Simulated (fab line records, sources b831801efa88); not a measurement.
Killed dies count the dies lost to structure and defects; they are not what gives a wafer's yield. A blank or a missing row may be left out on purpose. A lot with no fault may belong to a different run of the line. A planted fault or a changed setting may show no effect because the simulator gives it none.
Matching of chambers / flow sky130 / rie diel-01 running SKY_PAD_OPEN_ETCH_07: 4 sister chambers
The step etches the open film in CF4/O2, stops on AlCu, target depth 725 nm, time 161.1 s. 4 wafers are shown with their chamber, then 8 later ones without.

WAFERS PAIRED WITH THEIR CHAMBERS
wafer=L082.1; chamber=1; throttle valve pct (%)=5.965
wafer=L082.2; chamber=2; throttle valve pct (%)=5.953
wafer=L082.3; chamber=0; throttle valve pct (%)=5.951
wafer=L082.4; chamber=3; throttle valve pct (%)=5.942

WAFERS MISSING THEIR CHAMBER
wafer=L082.5; throttle valve pct (%)=5.966
wafer=L082.6; throttle valve pct (%)=5.965
wafer=L086.1; throttle valve pct (%)=5.980
wafer=L086.2; throttle valve pct (%)=5.952
wafer=L086.3; throttle valve pct (%)=5.956
wafer=L086.4; throttle valve pct (%)=5.968
wafer=L086.5; throttle valve pct (%)=5.969
wafer=L086.6; throttle valve pct (%)=5.976

EACH ONE'S CHAMBER
wafer=L082.5; from the rows above=can't be placed: 1 or 2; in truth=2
wafer=L082.6; from the rows above=can't be placed: 1 or 2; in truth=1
wafer=L086.1; from the rows above=can't be placed: 1 or 2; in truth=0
wafer=L086.2; from the rows above=can't be placed: 0 or 2 or 3 or 1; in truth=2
wafer=L086.3; from the rows above=can't be placed: 2 or 0 or 1 or 3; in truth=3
wafer=L086.4; from the rows above=can't be placed: 1 or 2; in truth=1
wafer=L086.5; from the rows above=can't be placed: 1 or 2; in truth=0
wafer=L086.6; from the rows above=can't be placed: 1 or 2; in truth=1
Correctly placed: 0 of 8. Not placeable from these rows: 8 (in 6, the candidates include the true chamber). Placed wrongly: 0.
How it was worked out, from the rows above alone: a wafer's distance from a chamber is the root of the sum, over the readings, of the square of ((its reading less the chamber's mean) divided by the reading's scatter). If the next closest chamber is less than 2 further off than the closest, the wafer can't be placed; otherwise it belongs to the closest. For every chamber, the mean is computed from those of its wafers that are shown. The scatter: root of mean squared gap, hidden wafer to nearest shown wafer, with one shown wafer a chamber.
